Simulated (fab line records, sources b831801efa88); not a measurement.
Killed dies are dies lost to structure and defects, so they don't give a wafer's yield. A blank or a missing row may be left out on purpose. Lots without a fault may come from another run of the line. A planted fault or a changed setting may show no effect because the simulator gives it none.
Which tool did it? | flow gf180mcu | 13 lots, 38 wafers sampled, at 4 steps of a route of 602

WHAT THE GAUGES READ, wafer by wafer
GF_V1_CD_MEAS_14: target cd 260 nm. Usual: cd_nm 259.6 nm, standard deviation 1.4.
lot  | measured     | on        | cd_nm (nm)        | flag
L560 | day 17 19:25 | cd_sem-02 | 258.6 259.1 259.3 |
L561 | day 18 11:42 | cd_sem-02 | 258.0 258.5 258.6 |
L563 | day 18 21:40 | cd_sem-02 | 259.4 258.5 258.5 |
L565 | day 19 20:10 | cd_sem-01 | 258.2 257.1 257.8 |
L566 | day 20 19:53 | cd_sem-02 | 279.5 260.6 259.3 | OFF
L568 | day 21 03:52 | cd_sem-01 | 277.4 260.3       | OFF
L576 | day 23 22:40 | cd_sem-02 | 258.0 257.4 257.9 |
L577 | day 24 07:25 | cd_sem-02 | 262.1 261.0 260.8 |
L578 | day 24 13:11 | cd_sem-02 | 259.3 259.6 259.7 |
L579 | day 24 18:44 | cd_sem-02 | 260.8 261.1 260.7 |
L580 | day 25 09:29 | cd_sem-01 | 258.6 257.7 259.0 |
L581 | day 25 16:25 | cd_sem-01 | 258.6 258.6 259.5 |
L582 | day 26 00:10 | cd_sem-01 | 261.4 260.0 261.1 |

WHICH TOOL RAN EACH LOT (tool, then ch and the chambers of the sampled wafers, then the start)
lot  | GF_V1_CVD_02                    | GF_V1_CMP_04                  | GF_V1_EXPOSE_11
L560 | pecvd-02 ch 0,1,2, day 16 20:02 | cmp-01 ch 0,1, day 16 20:13   | krf_scanner-01 ch 0, day 17 08:19
L561 | pecvd-03 ch 0,1,2, day 17 10:44 | cmp-02 ch 0,3, day 17 10:52   | krf_scanner-02 ch 0, day 17 23:10
L563 | pecvd-04 ch 0,1,2, day 17 20:43 | cmp-02 ch 0,2,3, day 17 20:56 | krf_scanner-02 ch 0, day 18 09:35
L565 | pecvd-02 ch 0,1, day 18 19:52   | cmp-01 ch 0,1,2, day 18 20:02 | krf_scanner-02 ch 0, day 19 08:46
L566 | pecvd-02 ch 0,2, day 19 19:15   | cmp-01 ch 0,3, day 19 19:23   | krf_scanner-02 ch 0, day 20 08:01
L568 | pecvd-02 ch 0,1, day 20 03:34   | cmp-02 ch 0,1, day 20 03:52   | krf_scanner-02 ch 0, day 20 16:19
L576 | pecvd-03 ch 1,2, day 22 23:33   | cmp-02 ch 0,2, day 22 23:41   | krf_scanner-02 ch 0, day 23 11:31
L577 | pecvd-03 ch 0,1,2, day 23 08:49 | cmp-02 ch 1,2,3, day 23 08:56 | krf_scanner-02 ch 0, day 23 20:31
L578 | pecvd-03 ch 0,1,2, day 23 14:10 | cmp-01 ch 0,2,3, day 23 14:23 | krf_scanner-02 ch 0, day 24 02:04
L579 | pecvd-02 ch 0,1,2, day 23 19:50 | cmp-02 ch 0,2,3, day 23 20:01 | krf_scanner-02 ch 0, day 24 07:38
L580 | pecvd-03 ch 0,2, day 24 11:41   | cmp-01 ch 2,3, day 24 11:52   | krf_scanner-02 ch 0, day 24 23:00
L581 | pecvd-03 ch 1,2, day 24 18:49   | cmp-01 ch 1,2,3, day 24 19:05 | krf_scanner-01 ch 0, day 25 06:01
L582 | pecvd-03 ch 0,1,2, day 25 02:23 | cmp-02 ch 0,2,3, day 25 02:31 | krf_scanner-02 ch 0, day 25 13:55
- GF_V1_CVD_02: deposits SiO2 from TEOS, target thk 850 nm, time 94.851 s.
- GF_V1_CMP_04: polishes SiO2.
- GF_V1_EXPOSE_11: exposes mask Via1, target cd 260 nm.

WHAT THE TOOLS THEMSELVES READ (means of the sampled wafers that have a number; where no wafer has one, the mark that the record gives instead)
GF_V1_CVD_02. Usual: heater_power_w 622 W, standard deviation 97.
lot  | tool     | heater_power_w (W) | flag
L560 | pecvd-02 | 671                |
L561 | pecvd-03 | 541                |
L563 | pecvd-04 | 644                |
L565 | pecvd-02 | 601                |
L566 | pecvd-02 | 722                |
L568 | pecvd-02 | 616                |
L576 | pecvd-03 | 650                |
L577 | pecvd-03 | 589                |
L578 | pecvd-03 | 607                |
L579 | pecvd-02 | 664                |
L580 | pecvd-03 | 585                |
L581 | pecvd-03 | 634                |
L582 | pecvd-03 | 596                |

GF_V1_CMP_04. Usual: motor_current_A 11.9 A, standard deviation 1.2; slurry_filter_dp_kPa 13.49 kPa, standard deviation 0.14; time_to_endpoint_s 78 s, standard deviation 4.7.
lot  | tool   | motor_current_A (A) | slurry_filter_dp_kPa (kPa) | time_to_endpoint_s (s) | flag
L560 | cmp-01 | 10.8                | 13.47                      | 79                     |
L561 | cmp-02 | 10.9                | 13.57                      | 78                     |
L563 | cmp-02 | 11.7                | 13.37                      | 75                     |
L565 | cmp-01 | 11.4                | 13.46                      | 75                     |
L566 | cmp-01 | 13.3                | 13.55                      | 77                     |
L568 | cmp-02 | 11.7                | 13.57                      | 77                     |
L576 | cmp-02 | 12.4                | 13.49                      | 80                     |
L577 | cmp-02 | 11.9                | 13.49                      | 79                     |
L578 | cmp-01 | 12.9                | 13.59                      | 75                     |
L579 | cmp-02 | 11.8                | 13.41                      | 77                     |
L580 | cmp-01 | 12.9                | 13.41                      | 79                     |
L581 | cmp-01 | 11.7                | 13.54                      | 82                     |
L582 | cmp-02 | 11.7                | 13.41                      | 79                     |

THE ANSWER, worked out from the rows above alone
Rule: a lot is off if the mean of its wafers that have a number lies more than 3 standard deviations from the usual mean. A lot without any number at a reading at which 4 lots or more have one is off too. The other lots that the step has rows for count as sound. The gauges are gone through in route order, then the tools' own readings, and for those a lot's mean is taken as printed above. The first step at which some lot is off is used, and at that step the reading that is off furthest; a lot without a number counts as furthest.
Off: L566, L568, at GF_V1_CD_MEAS_14 (cd_nm).
A tool fits if, at a process step before that reading, it ran every lot that is off, and no sound lot after the first of them. The gauges at GF_V1_CD_MEAS_14 are tried like those tools. None of those tried fits.

WHAT THE SIMULATOR HAD PUT IN
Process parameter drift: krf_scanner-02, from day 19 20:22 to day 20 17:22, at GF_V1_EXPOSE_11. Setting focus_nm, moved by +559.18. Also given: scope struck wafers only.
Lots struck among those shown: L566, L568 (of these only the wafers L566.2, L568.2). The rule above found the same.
